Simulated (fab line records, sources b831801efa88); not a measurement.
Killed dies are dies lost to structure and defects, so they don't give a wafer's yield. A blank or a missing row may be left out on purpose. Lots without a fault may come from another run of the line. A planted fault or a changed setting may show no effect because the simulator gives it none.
Which tool did it? | flow sky130 | 6 lots, 18 wafers sampled, at 4 steps of a route of 708

WHAT THE GAUGES READ, wafer by wafer
SKY_VIA3_BOW_MEAS_03.
lot  | measured     | on            | VIA3_BOW (um)
L740 | day 39 16:46 | film_metro-02 | 94 72 68
L743 | day 40 21:04 | film_metro-01 | 76 86 72
L752 | day 43 12:47 | film_metro-04 | 71 68 81
L756 | day 44 04:01 | film_metro-01 | 73 75 80
L758 | day 44 17:16 | film_metro-04 | 88 79 81
L759 | day 46 18:11 | film_metro-02 | 64 80 80

WHICH TOOL RAN EACH LOT (tool, then ch and the chambers of the sampled wafers, then the start)
lot  | SKY_METAL3_SPUTTER_02        | SKY_CAPM_METAL_ETCH_13            | SKY_METAL3_ETCH_17
L740 | pvd_sputter-01, day 37 10:48 | rie_metal-01 ch 0,1, day 38 13:20 | rie_diel-03 ch 1,2, day 39 15:01
L743 | pvd_sputter-04, day 38 16:51 | rie_metal-02 ch 0, day 39 17:34   | rie_diel-04 ch 0,2, day 40 19:33
L752 | pvd_sputter-04, day 41 11:22 | rie_metal-01 ch 0,1, day 42 11:04 | rie_diel-02 ch 0,2,3, day 43 11:20
L756 | pvd_sputter-04, day 42 03:37 | rie_metal-04 ch 1, day 43 02:12   | rie_diel-03 ch 0,1, day 44 02:35
L758 | pvd_sputter-01, day 42 16:52 | rie_metal-02 ch 0,1, day 43 16:04 | rie_diel-02 ch 0,1,2, day 44 15:43
L759 | pvd_sputter-01, day 44 18:20 | rie_metal-04 ch 0,1, day 45 15:24 | rie_diel-03 ch 0,1, day 46 12:37
- SKY_METAL3_SPUTTER_02: material AlCu, target thk 735 nm, time 39.1 s.
- SKY_CAPM_METAL_ETCH_13: etches TiN in Cl2/BCl3, stops on SiO2, target depth 220 nm, time 62.9 s.
- SKY_METAL3_ETCH_17: etches SiO2 in C4F8/O2/Ar, stops on TiN, time 3.9 s, target depth 15 nm.

THE ANSWER, worked out from the rows above alone
Rule: what is usual is taken from the lots themselves. Put in order of their means at a reading, lots are off if they are a third of the lots or fewer, leave a main group of 4 or more, and stand apart from it by a gap of 3 or more times the standard deviation of the main group's means; of several such gaps the widest counts. A main group whose means are all the same, to the digits that the tables above print for the reading, isn't used. A lot without any number at a reading at which 4 lots or more have one is off too. The other lots that the step has rows for count as sound.
No lot is off at any reading shown: from this, nothing can be told.

WHAT THE SIMULATOR HAD PUT IN
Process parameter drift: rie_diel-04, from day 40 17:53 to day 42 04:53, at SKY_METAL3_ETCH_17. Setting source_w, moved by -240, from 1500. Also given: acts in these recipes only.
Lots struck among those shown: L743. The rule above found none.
